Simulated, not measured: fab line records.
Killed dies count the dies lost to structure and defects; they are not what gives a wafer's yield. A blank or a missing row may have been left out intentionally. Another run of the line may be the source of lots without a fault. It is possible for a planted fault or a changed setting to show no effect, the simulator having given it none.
A single fault, viewed from 2 desks + flow sky130 + numbers are kept per desk, each desk with only its own; the story behind them comes last

TOOL OWNER'S DESK, rie-si-01
The tool's own readings at SKY_FIELD_ISO_ETCH_17 (etches Si in HBr/Cl2/O2, target depth 342 nm, time 97.7 s): means of the sampled wafers that have a number, for each lot that ran on this tool. Any lot whose mean is over 4 standard deviations away from the usual mean is out of limits and marked OUT; that distance is given in the brackets.
Columns: A = drypump-motor-current-A at SKY_FIELD_ISO_ETCH_17, usual 5.7 A; B = oes-product-au at SKY_FIELD_ISO_ETCH_17, usual 0.999 a.u.; C = rf-fwd-power-W at SKY_FIELD_ISO_ETCH_17, usual 596.3 W; D = throttle-valve-pct at SKY_FIELD_ISO_ETCH_17, usual 25.656 %
| lot  | first seen here | A   | B                | C               | D      |
|------|-----------------|-----|------------------|-----------------|--------|
| L730 | day 3 02:35     | 5.7 | 0.991            | 594.9           | 25.660 |
| L733 | day 3 18:23     | 5.6 | 1.009            | 597.0           | 25.647 |
| L734 | day 4 01:14     | 5.4 | 1.001            | 594.8           | 25.652 |
| L736 | day 4 10:14     | 5.3 | 0.987            | 594.9           | 25.657 |
| L737 | day 4 14:56     | 5.5 | 1.004            | 597.5           | 25.654 |
| L738 | day 4 21:50     | 5.9 | 0.947 (-6.1) OUT | 501.7 (-41) OUT | 25.689 |
| L743 | day 5 21:44     | 5.7 | 0.950 (-5.8) OUT | 499.0 (-42) OUT | 25.687 |
This desk's verdict: out of limits on L738, L743, starting with L738 at day 4 21:50 (oes-product-au at SKY_FIELD_ISO_ETCH_17). L730, L733, L734, L736, L737: within limits.

METROLOGY DESK
Means of the sampled wafers that have a number, per lot and without regard to the tool the lot ran on: this is what the gauges read. Any lot whose mean is over 4 standard deviations away from the usual mean is out of limits and marked OUT; that distance is given in the brackets.
Columns: A = NWELL_2_TW at SKY_NWELL_TW_MEAS_26, usual 500; B = VT_ADJUST_LVTN_OVL at SKY_VT_ADJUST_LVTN_OVL_MEAS_07, usual 0.3 nm; C = VT_ADJUST_PCH_OVL at SKY_VT_ADJUST_PCH_OVL_MEAS_07, usual 1.0 nm
| lot  | first seen here | A   | B    | C    |
|------|-----------------|-----|------|------|
| L726 | day 5 12:52     | 496 | -0.4 | 2.6  |
| L728 | day 6 01:01     | 499 | 1.3  | 2.5  |
| L730 | day 6 10:49     | 500 | 0.9  | 2.2  |
| L732 | day 6 23:31     | 502 | 2.7  | 3.2  |
| L733 | day 7 01:09     | 506 | -1.3 | 3.0  |
| L734 | day 7 10:33     | 497 | -1.8 | 0.2  |
| L735 | day 7 14:34     | 506 | 2.0  | 0.5  |
| L736 | day 7 19:23     | 505 | -0.6 | -1.2 |
| L737 | day 7 23:07     | 497 | 0.9  | -0.4 |
| L738 | day 8 08:37     | 499 | 1.7  | 2.0  |
| L742 | day 9 13:55     | 497 | 3.3  | -1.7 |
| L743 | day 9 17:46     | 496 | -0.3 | 2.4  |
| L746 | day 10 10:13    | 503 | 1.1  | 0.9  |
| L748 | day 11 06:25    | 499 | -0.2 | 1.8  |
This desk's verdict: no lot among the 14 shows anything out of limits.

ALL TOGETHER
The tool owner's desk had the chance to raise an alarm at day 4 21:50 on L738, L743.
The metrology desk saw nothing out of limits.
The metrology desk holds a record of L738, L743, inside its limits.
The lots listed all ran SKY_FIELD_ISO_ETCH_17 on rie-si-01.

WHAT THE SIMULATOR HAD INSERTED
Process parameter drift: rie-si-01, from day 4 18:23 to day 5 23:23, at SKY_FIELD_ISO_ETCH_17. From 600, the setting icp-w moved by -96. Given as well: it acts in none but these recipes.
Lots struck among those shown: L738, L743.
Each desk's first reading out of limits, in hours after the fault started: the tool owner's desk, 3.
